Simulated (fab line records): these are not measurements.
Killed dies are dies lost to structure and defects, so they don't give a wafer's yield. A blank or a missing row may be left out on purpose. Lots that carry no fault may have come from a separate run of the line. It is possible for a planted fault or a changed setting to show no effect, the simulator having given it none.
Matching of chambers	flow gf180mcu	3 sister chambers for GF_SAB_CVD_00 on pecvd-02
The step deposits SiO2 from TEOS, target thk 50 nm, time 4.9302 s. 6 wafers are shown with their chamber, then 7 later ones without.

== WAFERS PAIRED WITH THEIR CHAMBERS ==
wafer	chamber	heater power w (W)	rf fwd power W (W)
L498.1	0	555	589.4
L498.2	1	700	583.1
L498.6	0	552	590.3
L499.2	2	519	586.7
L499.5	1	619	588.6
L499.6	2	533	589.0

== WAFERS WHOSE CHAMBER IS MISSING ==
wafer	heater power w (W)	rf fwd power W (W)
L502.1	532	587.7
L502.3	716	584.9
L503.1	650	592.1
L503.3	589	588.2
L503.5	640	587.4
L506.3	642	590.5
L506.6	657	590.6

== WHICH CHAMBER EACH ONE RAN IN ==
wafer	from the rows above	in truth
L502.1	can't be placed: 2 or 0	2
L502.3	1	1
L503.1	can't be placed: 1 or 0 or 2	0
L503.3	can't be placed: 0 or 2 or 1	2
L503.5	can't be placed: 1 or 0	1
L506.3	can't be placed: 1 or 0 or 2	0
L506.6	can't be placed: 1 or 0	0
1 of 7 placed correctly. Not placeable from these rows: 6 (in 6, the candidates include the true chamber). Placed wrongly: 0.
How it was worked out, from the rows above alone: a wafer's distance from a chamber is the root of the sum, over the readings, of the square of ((its reading less the chamber's mean) divided by the reading's scatter). The wafer belongs to the nearest chamber; if the next one is less than 2 further off, it can't be placed. The mean given for a chamber averages the wafers shown for that chamber. How the scatter is found: for the shown wafers, subtract from each reading the mean of its chamber, square and add these, divide the total by (wafers less chambers), then take the root.
